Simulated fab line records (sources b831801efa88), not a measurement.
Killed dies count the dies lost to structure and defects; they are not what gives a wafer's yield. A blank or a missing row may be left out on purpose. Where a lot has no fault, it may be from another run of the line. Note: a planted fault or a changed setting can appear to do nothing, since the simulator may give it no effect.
Struck lot and sound lot, side by side || flow gf180mcu || 21 out of 602 route steps
Sound: these wafers, L715.1, L715.2, L715.5. Struck: wafers L725.1, L725.2, L725.4. The cause comes at the end.
Order at every step that has rows: each side's tool, ch and its chambers, its first start. Under that, the readings that differ: sound wafers || struck wafers || difference of the means || sigmas: that difference in standard deviations of wafers without a fault.
alike: readings whose means differ by less than 2 such deviations, and words and numbers that are the same on both sides. not compared: withheld readings, readings that some wafer has no value for, bounds like >300 that may hide the same value, and numbers for which the record gives no deviation and whose values overlap.
Wherever a step has rows on one side only, a row that says differs or no value, or a row with sigmas, the two part there. Numbers that don't overlap but have no deviation are shown without sigmas and don't part them. A reading missing from all wafers of one side parts the sides only when that side holds two or more wafers.

first, 2 steps without rows for these wafers: GF_M4_CLEAN_19 (cleans in DIW); GF_V4_CVD_00 (deposits SiO2, target thk 600 nm, time 100 s).
GF_V4_THK_MEAS_01:
  sound on film-metro-04, day 26 02:41; struck on film-metro-03, day 28 23:18
  alike: V4_CVD_00_THK
GF_V4_CVD_02: deposits SiO2 from TEOS, target thk 850 nm, time 94.851 s.
  sound on pecvd-02 ch 0,1,2, day 26 02:45; struck on pecvd-01 ch 0,1,2, day 28 23:22
  alike: heater-power-w
GF_V4_THK_MEAS_03:
  sound on film-metro-01, day 26 02:49; struck on film-metro-04, day 28 23:26
  alike: V4_CVD_02_THK
GF_V4_CMP_04: polishes SiO2.
  sound on cmp-01 ch 0,1,3, day 26 02:54; struck on cmp-01 ch 1,2,3, day 28 23:32
  alike: motor-current-A, time-to-endpoint-s
GF_V4_BOW_MEAS_05:
  sound on film-metro-04, day 26 03:12; struck on film-metro-04, day 28 23:47
  alike: V4_BOW
then, 5 steps without rows for these wafers: GF_V4_DEHYDRATE_06 (time 60 s); GF_V4_HMDS_07 (prime time 60 s); GF_V4_COAT_08; GF_V4_COAT_09 (resist thk 1000 nm); GF_V4_SOFTBAKE_10 (time 60 s).
GF_V4_EXPOSE_11: exposes mask Via4, target cd 260 nm.
  sound on krf-scanner-02 ch 0, day 26 13:50; struck on krf-scanner-02 ch 0, day 29 08:59
{"reading": "exposure-dose-mJ-cm2", "sound": "38.03 38.07 38.07", "struck": "37.81 37.76 37.78", "difference": -0.27, "sigmas": -6}
  alike: mask, stage-vel-mm-s
then, 2 steps without rows for these wafers: GF_V4_PEB_12 (peb time 90 s); GF_V4_DEVELOP_13 (develop time 60 s).
GF_V4_CD_MEAS_14 targets a cd of 260 nm.
  sound on cd-sem-01, day 27 00:14; struck on cd-sem-01, day 29 18:38
{"reading": "cd-nm (nm)", "sound": "257.3 257.0 257.2", "struck": "266.4 267.1 263.4", "difference": "+8.5", "sigmas": "+7"}
GF_V4_OVL_MEAS_15:
  sound on overlay-01, day 27 00:22; struck on overlay-01, day 29 18:46
  alike: V4_OVL
GF_V4_ETCH_16: etches BARC in N2/H2.
  sound on rie-diel-01 ch 1,3, day 27 00:24; struck on rie-diel-01 ch 1,2,3, day 29 18:48
{"reading": "model.V4.cd-nm (nm)", "sound": "256.7 256.9 256.3", "struck": "266.2 267.2 263.7", "difference": "+9.1", "sigmas": ""}
  alike: drypump-motor-current-A, oes-product-au, throttle-valve-pct
GF_V4_ETCH_17: etches SiO2 in C4F8/O2/Ar, stops on TiN, target depth 630 nm.
  sound on rie-diel-01 ch 1,3; struck on rie-diel-01 ch 1,2,3
{"reading": "model.V4.cd-nm (nm)", "sound": "256 256.6 255.5", "struck": "265.6 266.9 263.8", "difference": "+9.4", "sigmas": ""}
  alike: oes-product-au
GF_V4_STRIP_18: strips in O2/N2.
  sound on plasma-asher-01 ch 0,1, day 27 00:32; struck on plasma-asher-03 ch 0,1, day 29 18:56
  alike: drypump-motor-current-A, heater-power-w, oes-product-au, platen-temp-c
  not compared: rf-hours-counter-h
following that, these wafers have no rows for 1 step: GF_PASSIVATION_PROBE_99.

WHERE THEY PART
Earliest at GF_V4_EXPOSE_11; latest, in this record, at GF_V4_CD_MEAS_14. Later steps at which nothing parts them and some readings are alike: GF_V4_OVL_MEAS_15, GF_V4_ETCH_16, GF_V4_ETCH_17, GF_V4_STRIP_18.

WHY: what had been put in by the simulator
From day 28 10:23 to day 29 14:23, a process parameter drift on krf-scanner-02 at GF_V4_EXPOSE_11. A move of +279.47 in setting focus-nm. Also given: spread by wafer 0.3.
